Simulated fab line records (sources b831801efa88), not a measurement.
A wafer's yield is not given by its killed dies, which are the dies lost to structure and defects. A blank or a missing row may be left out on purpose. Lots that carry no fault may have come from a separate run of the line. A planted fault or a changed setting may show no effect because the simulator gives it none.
fab line records    flow sky130
record: lots: 12  wafers: 36  last-day: 49
route steps=708 shown CONTACT@431 METAL1@453 VIA3@575 METAL5@677 PAD_OPEN@708
lots that met no fault: taken from a fault-free run of the same line
start-h: the number of hours between the record's first day and the start of the first shown wafer of the lot    wait-h: time in hours since the lot's previous step    " the same as in the row above    L1.1+2: one row covering several wafers at once    - either no value or no given start    * or withheld: withheld    < > ~ a bound
route shown NAME@n: a module of which the file shows steps, and the number in the route of the first    usual: mean/standard deviation of fault-free wafers    same: alike in all rows    chamber/n: place in a boat    sites: per-site readings    _std_site: how widely they spread, as a standard deviation    _edge_site: the outer-site mean with the inner-site mean subtracted    radius-mm: for every site, how far away it sits from the centre of the wafer    mask NAME#n: copy n    behind: the tool/chamber that last shaped the wafer    hold: reason for holding the lot/hours on hold/outcome of the hold    device: the n, p or np transistor that did not switch    end of line: at the end of the route, the tests of the same wafers    a step without rows: its recipe alone    killed: not the wafer's yield, but the dies lost to structure and defects at the first sort    map: dies across one wafer; x = killed, . = not, _ = none there
set.NAME: the run value of the setting; set.NAME@STEP: its run value at that earlier step    model.NAME: the simulator's own value behind a step, which no gauge read
route steps across a sampled set of lots; one table per step, one row per wafer
services: the hour from which a tool's chamber was out of use, counted from the record's first day as start-h (under 0 if before that day), plus the number of hours and why
== steps ==
step: SKY_CONTACT_RS_MEAS_25
recipe: thk-meas-gauge: four-point-probe  reads: W_of_CONTACT_CVD_24+TiN_of_CONTACT_SPUTTER_23
usual: CONTACT_W_RS: 0.340/0.0035
lot.wafer  tool           chamber  start-h  wait-h  CONTACT_W_RS[ohm/sq]
L896.2     film-metro-01  -        752.60   0.1     0.341
L896.4     "              -        "        "       0.342
L896.5     "              -        "        "       0.338
L898.2     film-metro-01  -        772.41   0.1     0.334
L898.3     "              -        "        "       0.340
L898.5     "              -        "        "       0.339
L897.2     film-metro-04  -        774.13   0.1     0.333
L897.3     "              -        "        "       0.339
L897.6     "              -        "        "       0.337
L899.2     film-metro-01  -        780.80   0.1     0.347
L899.4     "              -        "        "       0.343
L899.5     "              -        "        "       0.339
L900.1     film-metro-02  -        781.94   0.1     0.343
L900.2     "              -        "        "       0.342
L900.6     "              -        "        "       0.347
L902.1     film-metro-01  -        792.33   0.1     0.337
L902.2     "              -        "        "       0.336
L902.3     "              -        "        "       0.335
L901.2     film-metro-04  -        795.15   0.1     0.339
L901.3     "              -        "        "       0.343
L901.5     "              -        "        "       0.342
L903.1     film-metro-04  -        803.92   0.1     0.341
L903.3     "              -        "        "       0.341
L903.6     "              -        "        "       0.339
L905.1     film-metro-04  -        822.66   0.1     0.345
L905.2     "              -        "        "       0.340
L905.4     "              -        "        "       0.343
L906.2     film-metro-04  -        827.66   0.1     0.334
L906.4     "              -        "        "       0.335
L906.6     "              -        "        "       0.336
L910.1     film-metro-04  -        855.39   0.1     0.345
L910.3     "              -        "        "       0.345
L910.5     "              -        "        "       0.345
L915.2     film-metro-04  -        886.30   0.1     0.339
L915.3     "              -        "        "       0.344
L915.6     "              -        "        "       0.340
step: SKY_METAL1_METAL_ETCH_19
recipe: target-depth-a: 3600  stop-on: SiO2  over-etch-frac: 0.3  time-s: 78  chemistry: Cl2/BCl3  resist-sidewall-deg: 88  pressure-mtorr: 10  icp-w: 900  bias-w: 48.5  Cl2_flow_sccm: 60  bcl3-flow-sccm: 30
usual: bias-w: 48.50/0.14  drypump-motor-current-A: 5.8/0.43  oes-product-au: 0.855/0.0061  throttle-valve-pct: 22.264/0.0089
lot.wafer  tool          chamber  start-h  wait-h  bias-w  drypump-motor-current-A  oes-product-au  rf-hours-counter-h  throttle-valve-pct
L896.2     rie-metal-04  1        780.64   0.0     48.49   6.0                      0.845           5                   22.259
L896.4     "             0        "        "       48.74   6.5                      0.861           -                   22.262
L896.5     "             1        "        "       48.34   6.0                      0.854           -                   22.263
L898.2     rie-metal-01  1        800.33   0.0     48.52   5.6                      0.861           15                  22.256
L898.3     "             0        "        "       48.52   5.5                      0.859           -                   22.254
L898.5     "             1        "        "       48.38   5.5                      0.849           -                   22.261
L897.2     rie-metal-04  0        801.99   0.0     48.62   6.5                      0.848           12                  22.280
L897.3     "             0        "        "       48.50   6.5                      0.858           -                   22.274
L897.6     "             0        "        "       48.86   6.5                      0.859           -                   22.258
L899.2     rie-metal-04  1        807.44   0.0     48.58   6.0                      0.851           6                   22.268
L899.4     "             0        "        "       48.65   6.5                      0.853           -                   22.256
L899.5     "             1        "        "       48.63   6.0                      0.852           -                   22.264
L900.1     rie-metal-02  1        808.39   0.0     48.71   5.8                      0.856           15                  22.265
L900.2     "             0        "        "       48.58   5.1                      0.858           2                   22.255
L900.6     "             0        "        "       48.54   5.2                      0.862           -                   22.258
L902.1     rie-metal-02  0        820.23   0.0     48.47   5.1                      0.849           2                   22.265
L902.2     "             1        "        "       48.29   5.8                      0.855           15                  22.263
L902.3     "             1        "        "       48.47   5.8                      0.861           -                   22.259
L901.2     rie-metal-04  0        821.98   0.0     48.40   6.5                      0.866           13                  22.278
L901.3     "             1        "        "       48.49   6.0                      0.854           -                   22.273
L901.5     "             1        "        "       48.58   6.0                      0.854           -                   22.274
L903.1     rie-metal-02  0        831.33   0.0     48.53   5.2                      0.849           3                   22.250
L903.3     "             0        "        "       48.42   5.1                      0.845           -                   22.260
L903.6     "             1        "        "       48.56   5.8                      0.850           -                   22.255
L905.1     rie-metal-01  0        849.44   0.0     48.60   5.5                      0.858           5                   22.242
L905.2     "             1        "        "       48.38   5.6                      0.861           0                   22.252
L905.4     "             1        "        "       48.44   5.6                      0.859           -                   22.283
L906.2     rie-metal-04  0        854.84   0.0     48.60   6.5                      0.851           14                  22.270
L906.4     "             0        "        "       48.56   6.5                      0.848           -                   22.265
L906.6     "             1        "        "       48.92   6.0                      0.852           -                   22.272
L910.1     rie-metal-04  1        881.64   0.0     48.36   6.0                      0.864           9                   22.254
L910.3     "             0        "        "       48.56   6.5                      0.848           -                   22.241
L910.5     "             1        "        "       48.48   6.0                      0.849           -                   22.248
L915.2     rie-metal-04  0        912.43   0.0     48.50   6.5                      0.852           16                  22.265
L915.3     "             0        "        "       48.46   6.5                      0.858           -                   22.258
L915.6     "             1        "        "       48.59   6.0                      0.844           -                   22.275
step: SKY_VIA3_CMP_02
recipe: material: SiO2  down-force-psi: 4  platen-rpm: 60  pad-velocity-m-s: 0.94248
usual: motor-current-A: 11.6/1.2
lot.wafer  tool    chamber  start-h  wait-h  motor-current-A
L896.2     cmp-02  0        917.57   0.1     10.1
L896.4     "       2        "        "       12.0
L896.5     "       0        "        "       10.1
L898.2     cmp-02  3        938.24   0.1     11.2
L898.3     "       0        "        "       10.3
L898.5     "       2        "        "       12.5
L897.3     cmp-01  2        939.73   0.0     13.1
L897.2     "       0        "        "       9.3
L897.6     "       2        "        "       12.0
L899.4     cmp-01  3        942.80   0.1     13.1
L899.2     "       0        "        "       10.0
L899.5     "       3        "        "       12.9
L900.2     cmp-01  3        943.70   0.0     13.0
L900.1     "       1        "        "       12.5
L900.6     "       0        "        "       9.8
L902.1     cmp-01  0        955.05   0.1     9.6
L902.2     "       2        "        "       12.7
L902.3     "       3        "        "       13.4
L901.2     cmp-02  1        957.04   0.0     10.9
L901.3     "       3        "        "       10.4
L901.5     "       2        "        "       13.0
L903.1     cmp-02  0        966.38   0.1     10.6
L903.3     "       3        "        "       11.0
L903.6     "       0        "        "       9.9
L905.1     cmp-01  0        982.88   0.2     9.4
L905.2     "       1        "        "       11.6
L905.4     "       2        "        "       12.6
L906.4     cmp-01  1        987.34   0.1     12.0
L906.2     "       3        "        "       13.4
L906.6     "       0        "        "       9.7
L910.3     cmp-02  0        1010.85  0.0     10.4
L910.1     "       1        "        "       11.2
L910.5     "       1        "        "       10.9
L915.2     cmp-02  0        1038.85  0.1     9.9
L915.3     "       2        "        "       12.9
L915.6     "       0        "        "       10.5
step: SKY_METAL5_STRIP_16
recipe: chemistry: O2/N2  power-w: 1400  pressure-mtorr: 1500  platen-temp-c: withheld  o2-flow-sccm: 3000  n2-flow-sccm: 300  overash-fraction: 0.5
usual: drypump-motor-current-A: 5.5/0.36  oes-product-au: 0.711/0.0045  strip-time-to-endpoint-s: 13.04/0.2
lot.wafer  tool             chamber  start-h  wait-h  drypump-motor-current-A  oes-product-au  rf-hours-counter-h  strip-time-to-endpoint-s
L896.2     plasma-asher-03  1        1043.23  0.2     6.2                      0.702           121                 12.82
L896.4     "                0        "        "       5.3                      0.712           -                   12.82
L896.5     "                0        "        "       5.3                      0.712           -                   12.76
L898.2     plasma-asher-02  0        1060.37  0.2     5.2                      0.704           64                  13.00
L898.3     "                1        "        "       5.9                      0.719           -                   12.82
L898.5     "                0        "        "       5.2                      0.707           -                   12.91
L897.2     plasma-asher-01  1        1061.93  0.2     5.3                      0.715           30                  13.33
L897.3     "                0        "        "       5.4                      0.714           -                   13.23
L897.6     "                1        "        "       5.3                      0.698           -                   13.23
L899.2     plasma-asher-01  1        1063.65  0.2     5.3                      0.709           30                  12.73
L899.4     "                1        "        "       5.3                      0.714           -                   12.67
L899.5     "                1        "        "       5.3                      0.711           -                   12.66
L900.1     plasma-asher-03  0        1065.21  0.2     5.3                      0.717           0                   13.08
L900.2     "                1        "        "       6.2                      0.714           0                   13.11
L900.6     "                1        "        "       6.2                      0.709           -                   13.01
L902.1     plasma-asher-02  0        1074.61  0.2     5.2                      0.708           66                  12.97
L902.2     "                1        "        "       5.8                      0.705           66                  13.00
L902.3     "                1        "        "       5.9                      0.712           -                   13.04
L901.2     plasma-asher-02  1        1076.20  0.2     5.9                      0.711           66                  12.54
L901.3     "                1        "        "       5.9                      0.710           -                   12.93
L901.5     "                1        "        "       5.9                      0.713           -                   12.68
L903.1     plasma-asher-02  1        1083.43  0.2     5.9                      0.713           67                  13.41
L903.3     "                1        "        "       5.9                      0.712           -                   13.31
L903.6     "                1        "        "       5.9                      0.712           -                   13.36
L905.1     plasma-asher-01  0        1099.66  0.2     5.4                      0.704           33                  13.30
L905.2     "                1        "        "       5.3                      0.714           33                  13.18
L905.4     "                1        "        "       5.3                      0.708           -                   13.26
L906.2     plasma-asher-02  0        1102.86  0.2     5.2                      0.710           69                  13.30
L906.4     "                1        "        "       5.9                      0.712           -                   13.23
L906.6     "                1        "        "       5.9                      0.706           -                   13.29
L910.1     plasma-asher-02  1        1123.96  0.2     5.9                      0.717           71                  12.99
L910.3     "                0        "        "       5.2                      0.706           -                   12.80
L910.5     "                1        "        "       5.9                      0.701           -                   13.00
L915.2     plasma-asher-01  0        1147.63  0.2     5.4                      0.712           38                  12.64
L915.3     "                1        "        "       5.3                      0.710           -                   12.83
L915.6     "                1        "        "       5.3                      0.709           -                   12.67
step: SKY_PAD_OPEN_PROBE_99
usual: killed_at_M0_to_M3: 44/7.3  killed_at_M4_up: 3.4/1.8  killed-at-contacts: 24/5.8  killed-at-front-end: 15/4.9  killed-at-other: 0.4/0.63  killed-dies: 86/11  killed-on-rim: 17/3.8  killed-open: 47/8  killed-short: 39/6.5
same: gross-dies: 492  killed-at-back-side: 0
lot.wafer  tool       chamber  start-h  wait-h  killed_at_M0_to_M3  killed_at_M4_up  killed-at-contacts  killed-at-front-end  killed-at-other  killed-dies  killed-on-rim  killed-open  killed-short
L905.1     prober-01  -        1142.09  0.1     193                 3                18                  5                    0                219          41             30           17
L905.2     prober-01  -        1142.14  0.1     177                 6                22                  18                   0                223          53             46           23
L905.4     prober-01  -        1142.24  0.2     199                 5                15                  16                   0                235          46             35           37
L906.2     prober-02  -        1145.26  0.1     203                 2                15                  20                   1                241          47             42           43
L906.4     prober-02  -        1145.36  0.2     201                 4                20                  9                    0                234          43             40           27
L906.6     prober-02  -        1145.46  0.2     194                 3                22                  15                   1                235          50             45           30
L915.2     prober-01  -        1185.15  0.1     59                  3                22                  10                   1                95           17             52           42
L915.3     prober-01  -        1185.20  0.2     47                  4                24                  17                   2                94           18             46           48
L915.6     prober-01  -        1185.35  0.2     51                  5                16                  11                   1                84           12             43           41
killed by level:class
L905.1 VIA3:unspecified=171 CONTACT:geometric-particle:open=7 LI_CONTACT:geometric-particle:open=5 VIA3:geometric-particle:open=5 VIA1:geometric-particle:open=5 METAL3:geometric-particle:short=4 LOCAL_INTERCONNECT:geometric-particle:short=3 CONTACT:geometric-particle:short=3
L905.2 VIA3:unspecified=153 LI_CONTACT:geometric-particle:open=9 VIA1:geometric-particle:open=7 VIA2:geometric-particle:open=7 CONTACT:geometric-particle:open=5 POLY_GATE:geometric-particle:open=4 POLY_CUT:geometric-particle:short=4 CONTACT:geometric-particle:short=4
L905.4 VIA3:unspecified=163 VIA3:geometric-particle:open=8 VIA2:geometric-particle:short=6 METAL4:geometric-particle:short=5 POLY_GATE:geometric-particle:open=5 VIA1:geometric-particle:short=5 VIA1:geometric-particle:open=5 FIELD_ISO:geometric-particle:open=4
L906.2 VIA3:unspecified=156 FIELD_ISO:geometric-particle:short=8 VIA3:geometric-particle:open=8 LI_CONTACT:geometric-particle:open=7 METAL1:geometric-particle:short=6 VIA1:geometric-particle:open=6 VIA1:geometric-particle:short=5 VIA2:geometric-particle:short=5
L906.4 VIA3:unspecified=167 CONTACT:geometric-particle:open=10 VIA1:geometric-particle:open=8 METAL2:geometric-particle:open=6 VIA2:geometric-particle:open=4 METAL1:geometric-particle:short=4 FIELD_ISO:geometric-particle:open=3 LOCAL_INTERCONNECT:geometric-particle:short=3
L906.6 VIA3:unspecified=160 CONTACT:geometric-particle:open=9 LI_CONTACT:geometric-particle:open=8 VIA1:geometric-particle:open=7 VIA3:geometric-particle:open=7 FIELD_ISO:geometric-particle:short=6 VIA2:geometric-particle:open=6 FIELD_ISO:geometric-particle:open=3
L915.2 VIA1:geometric-particle:open=16 LI_CONTACT:geometric-particle:open=8 VIA2:geometric-particle:short=8 VIA3:geometric-particle:open=8 METAL2:geometric-particle:short=6 LOCAL_INTERCONNECT:geometric-particle:short=5 VIA1:geometric-particle:short=5 CONTACT:geometric-particle:open=4
L915.3 VIA1:geometric-particle:open=14 VIA3:geometric-particle:open=9 CONTACT:geometric-particle:open=8 CONTACT:geometric-particle:short=6 POLY_GATE:geometric-particle:short=5 METAL1:geometric-particle:short=5 FIELD_ISO:geometric-particle:open=4 LI_CONTACT:geometric-particle:short=4
L915.6 VIA1:geometric-particle:open=11 CONTACT:geometric-particle:open=10 VIA2:geometric-particle:open=8 VIA1:geometric-particle:short=5 METAL3:geometric-particle:short=5 VIA3:geometric-particle:open=4 METAL2:geometric-particle:short=4 LOCAL_INTERCONNECT:geometric-particle:short=4
== services ==
tool             chamber  start-h  hours  kind
cmp-02           -        775.60   3.1    repair
cmp-01           -        793.64   3.1    repair
plasma-asher-01  -        796.20   19.4   repair
rie-metal-02     -        799.29   3.8    repair
cmp-01           -        813.94   20.4   pm
rie-metal-04     -        818.39   2.8    pm
cmp-02           -        846.09   0.5    repair
cmp-01           -        852.52   1.3    repair
cmp-01           -        861.66   0.2    repair
cmp-02           -        871.81   4.7    pm
cmp-01           -        873.86   0.3    repair
rie-metal-04     0        874.06   3.7    repair
cmp-02           -        880.40   4.4    repair
plasma-asher-02  -        883.63   2.8    pm
plasma-asher-01  -        899.61   5.7    repair
cmp-01           -        913.57   4.0    pm
cmp-02           -        923.44   11.8   repair
cmp-02           -        967.84   20.3   repair
cmp-01           -        992.94   3.9    pm
cmp-02           -        1056.39  1.4    repair
cmp-02           -        1084.00  4.0    pm
cmp-02           -        1100.67  0.4    repair
cmp-02           -        1103.04  2.6    repair
cmp-01           -        1146.01  1.6    repair
== key ==
first-sign: step: SKY_PAD_OPEN_PROBE_99  reading: killed_at_M0_to_M3  direction: up  sigmas: 21  usual: 44  struck: 194
effect: step: SKY_PAD_OPEN_PROBE_99  reading: killed-dies  direction: up  sigmas: 14  usual: 86  struck: 231
met-at SKY_VIA3_CMP_02
struck-lots L905,L906
tester-left-out L906
not-acting-at SKY_CONTACT_RS_MEAS_25,SKY_METAL1_METAL_ETCH_19,SKY_METAL5_STRIP_16
onset-between 955.05 982.88
earlier-fault: kind: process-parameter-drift  tool: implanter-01  chamber: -  onset-h: 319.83  steps: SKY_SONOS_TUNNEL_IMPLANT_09  channel: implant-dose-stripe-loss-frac  offset: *  shape: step  end-h: 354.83
fault: kind: chamber-particle-source  tool: cmp-01  chamber: -  onset-h: 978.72  steps: SKY_VIA3_CMP_02  rate-per-visit-cm2: 0.81846
tester-left-out: of these lots the tester's yield and bins aren't shown, on N5 and GAA mostly nor the transistor test; their killed dies are dies lost to structure and defects alone, not to doping, threshold or leakage, so they don't give the yield
